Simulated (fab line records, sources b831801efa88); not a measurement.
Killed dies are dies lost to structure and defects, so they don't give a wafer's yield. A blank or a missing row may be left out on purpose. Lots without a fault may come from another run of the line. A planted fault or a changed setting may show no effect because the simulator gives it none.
Problem report in the 8D (eight disciplines) form, filled by code | flow gf180mcu | the parts of the form that need people (team, actions taken, sign-off) are left out

1. THE PROBLEM
heater_power_total_W at GF_TOP_METAL_SOFTBAKE_10 reads a mean of 57.08 W on 6 wafers of 2 lots; wafers without a fault read 56.60 W with a standard deviation of 0.048. That is +10 standard deviations from the usual mean.
The step: time 60 s.
First seen on wafer L722.2, day 30 07:35, on litho_track-01. The record holds 39 wafers of 13 lots with a number at this step. Rule for "out", or "out of limits": more than 4 standard deviations from the usual mean. The other wafers with a number count as sound.

2. WHAT IT IS AND WHAT IT IS NOT
question                    | is                                 | is not
which readings at this step | heater_power_total_W, run_length_s | -
which lots                  | L722, L723                         | L714, L715, L719, L726, L727, L729, L732, L733, L734, L735, L737
which wafers of those lots  | all that have a number             | -
read on which tools         | litho_track-01                     | litho_track-02, litho_track-04
when                        | from day 30 07:35                  | up to then (9 sound wafers); but 24 sound wafers of L726, L727, L729, L732, L733, L734, L735, L737 came after

3. SUSPECTS, AND WHAT RULES EACH OUT
Counting: a tool at a process step up to the reading stays a suspect if it ran every lot that is out and no sound lot after the first of them.
- pvd_sputter-04 at GF_M4_SPUTTER_02 (material AlCu, target thk 450 nm, time 23.9 s): ruled out as a lasting fault. Sound lots L727, L734 ran on it after its first lot that is out, L722 (day 25 11:11).
- rie_diel-01 at GF_V5_ETCH_16 (etches BARC in N2/H2): ruled out as a lasting fault. Sound lots L726, L729, L735 ran on it after its first lot that is out, L722 (day 29 20:34).
- pvd_sputter-02 at GF_TOP_METAL_SPUTTER_01 (material TiN, target thk 30 nm, time 25 s): ruled out as a lasting fault. Sound lots L729, L732, L735 ran on it after its first lot that is out, L722 (day 29 22:02).
- litho_track-01 at GF_TOP_METAL_SOFTBAKE_10 (time 60 s): ruled out as a lasting fault. Sound lots L735, L737 ran on it after its first lot that is out, L722 (day 30 07:35).
Left after counting: nothing in the record.

4. THE CAUSE (what the simulator had put in)
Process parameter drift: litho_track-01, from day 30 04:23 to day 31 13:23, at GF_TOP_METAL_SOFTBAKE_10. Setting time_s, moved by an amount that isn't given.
Counting ruled it out, wrongly.

5. THE CHAIN OF EFFECTS, in route order
Each row: a reading whose mean over the struck wafers that have a number lies more than 3 standard deviations from the usual. Only readings for which the record gives a usual standard deviation are gone through. hours: the time from each lot's start at the first step in this table that gives one to its start at this step, as a median over the lots. sigmas: the change in usual standard deviations.
hours | step                     | reading              | usual   | on struck wafers | change | sigmas
0     | GF_TOP_METAL_SOFTBAKE_10 | heater_power_total_W | 56.60 W | 57.08            | +0.48  | +10
0     | GF_TOP_METAL_SOFTBAKE_10 | run_length_s         | 89.18 s | 87.41            | -1.77  | -9.3
The process steps in it:
- GF_TOP_METAL_SOFTBAKE_10: time 60 s.

6. WHAT WOULD HAVE CAUGHT IT SOONER
In this record the first reading out of limits was taken at day 30 07:35, 3 hours after the fault began at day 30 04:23.
